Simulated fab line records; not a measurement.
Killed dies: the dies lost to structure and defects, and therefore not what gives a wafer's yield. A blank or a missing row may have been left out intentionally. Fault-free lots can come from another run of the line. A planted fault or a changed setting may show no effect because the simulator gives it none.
Chamber matching | flow gf180mcu | 3 sister chambers for GF_V2_CVD_02 on pecvd-04
The step deposits SiO2 from TEOS, target thk 850 nm, time 94.851 s. 3 wafers are shown with their chamber, then 12 later ones without.

WAFERS WITH THEIR CHAMBER
wafer  | chamber | heaterPowerW (W)
L087.6 | 2       | 514
L089.2 | 1       | 599
L089.5 | 0       | 569

WAFERS WHOSE CHAMBER IS MISSING
wafer  | heaterPowerW (W)
L092.1 | 582
L092.2 | 584
L092.4 | 614
L093.1 | 673
L093.3 | 588
L093.4 | 559
L095.1 | 671
L095.2 | 564
L095.3 | 652
L097.1 | 477
L097.2 | 635
L097.4 | 663

CHAMBER TAKEN BY EACH
wafer  | from the rows above          | in truth
L092.1 | can't be placed: 0 or 1 or 2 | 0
L092.2 | can't be placed: 0 or 1 or 2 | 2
L092.4 | can't be placed: 1 or 0      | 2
L093.1 | can't be placed: 1 or 0      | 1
L093.3 | can't be placed: 1 or 0 or 2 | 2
L093.4 | can't be placed: 0 or 1 or 2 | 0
L095.1 | can't be placed: 1 or 0      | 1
L095.2 | can't be placed: 0 or 1 or 2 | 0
L095.3 | can't be placed: 1 or 0      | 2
L097.1 | can't be placed: 2 or 0      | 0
L097.2 | can't be placed: 1 or 0      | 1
L097.4 | can't be placed: 1 or 0      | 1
Placed correctly: 0 of 12. From these rows, 12 cannot be placed; in 10 the true chamber is one of the candidates. Number placed wrongly: 0.
How it was worked out, from the rows above alone: a wafer's distance from a chamber is the root of the sum, over the readings, of the square of ((its reading less the chamber's mean) divided by the reading's scatter). If the next closest chamber is less than 2 further off than the closest, the wafer can't be placed; otherwise it belongs to the closest. For every chamber, the mean is computed from those of its wafers that are shown. The scatter: root of mean squared gap, hidden wafer to nearest shown wafer, with one shown wafer a chamber.
